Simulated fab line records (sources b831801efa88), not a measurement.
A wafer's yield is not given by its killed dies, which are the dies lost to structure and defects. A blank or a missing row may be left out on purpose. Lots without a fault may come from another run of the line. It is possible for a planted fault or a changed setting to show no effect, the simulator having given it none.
Comparing a struck lot with a sound one + flow gf180mcu + 15 out of 602 route steps
Sound: wafers L381.2, L381.5, L381.6. Struck: wafers L393.2, L393.3, L393.4. The cause is given at the end.
For every step that has rows: the tool of each side, followed by ch and its chambers, followed by its first start. Under that, the readings that differ: sound wafers + struck wafers + difference of the means + sigmas: that difference in standard deviations of wafers without a fault.
alike: same words and numbers on both sides, and readings whose means sit less than 2 such deviations apart. not compared: any withheld reading, any reading some wafer has no value for, any bound like >300 that may hide the same value, and any number with overlapping values for which the record gives no deviation.
Wherever a step has rows on one side only, a row that says differs or no value, or a row with sigmas, the two part there. Non-overlapping numbers with no deviation appear without sigmas and do not part them. Lack of a reading on every wafer of one side parts them only where that side has two or more wafers.

GF_CONTACT_ETCH_16: etches BARC in N2/H2.
  sound on rieDiel-03 ch 0,1, day 17 15:52; struck on rieDiel-04 ch 0,3, day 21 16:26
| reading                  | sound       | struck      | difference | sigmas |
|--------------------------|-------------|-------------|------------|--------|
| drypumpMotorCurrentA (A) | 6.5 6.5 5.6 | 5.2 5.6 5.2 | -0.9       | -2     |
  alike: chamberPressureMTorr, h2FlowSccm, n2FlowSccm, oesProductAu, throttleValvePct
then, 5 steps without rows for these wafers: GF_CONTACT_ETCH_17 (etches SiO2 in C4F8/O2/Ar, stops on CoSi2, target depth 860 nm); GF_CONTACT_STRIP_18 (strips in O2/N2); GF_CONTACT_CLEAN_19 (cleans in SPM); GF_CONTACT_CLEAN_20 (cleans in DIW); GF_CONTACT_CLEAN_21 (cleans in dHF, time 20 s).
GF_CONTACT_SPUTTER_22: material Ti, target thk 15 nm, time 80.02 s.
  sound on pvdSputter-02 at day 17 16:20; struck on pvdSputter-01 at day 21 16:53
  alike: chamberPressurePa, throttleValvePct
GF_CONTACT_SPUTTER_23: material TiN, target thk 10 nm, time 40 s.
  sound on pvdSputter-02 at day 17 16:24; struck on pvdSputter-01 at day 21 16:58
  alike: chamberPressurePa, throttleValvePct
GF_CONTACT_CVD_24: deposits W, target thk 300 nm, time 90.339 s.
  sound on cvdW-02 ch 0,1, day 17 16:26; struck on cvdW-01 ch 0,1, day 21 16:59
  alike: heaterPowerW
GF_CONTACT_RS_MEAS_25: uses a four-point probe to measure.
  sound on filmMetro-02 at day 17 16:34; struck on filmMetro-02 at day 21 17:07
  alike: CONTACT_W_RS
GF_CONTACT_THK_MEAS_26: measures by xrf.
  sound on filmMetro-02 at day 17 16:40; struck on filmMetro-02 at day 21 17:13
  alike: CONTACT_W_THK
GF_CONTACT_CMP_27: polishes, stops on SiO2, t overpolish 15 s, target thk 0 nm.
  sound on cmp-01 ch 2,3, day 17 16:46; struck on cmp-01 ch 1,2,3, day 21 17:16
  alike: motorCurrentA, overpolishRunS, timeToEndpointS
GF_M1_SPUTTER_00: material Ti, target thk 37.5 nm, time 150 s.
  sound on pvdSputter-04 at day 17 17:01; struck on pvdSputter-04 at day 21 17:34
| reading                              | sound             | struck            | difference | sigmas |
|--------------------------------------|-------------------|-------------------|------------|--------|
| chamberPressurePa (Pa)               | 1.996 2.000 2.001 | 2.087 2.086 2.077 | +0.084     | +22    |
| model.Ti_of_M1_SPUTTER_00.thkNm (nm) | 37.28 37.46 37.5  | 37.08 36.62 36.05 | -0.83      |        |
  alike: throttleValvePct
then, 2 steps without rows for these wafers: GF_M1_SPUTTER_01 (material TiN, target thk 30 nm, time 25 s); GF_PASSIVATION_PROBE_99.

== WHERE THEY PART ==
First at GF_CONTACT_ETCH_16; last, within this record, at GF_M1_SPUTTER_00.

WHY: what the simulator had put in
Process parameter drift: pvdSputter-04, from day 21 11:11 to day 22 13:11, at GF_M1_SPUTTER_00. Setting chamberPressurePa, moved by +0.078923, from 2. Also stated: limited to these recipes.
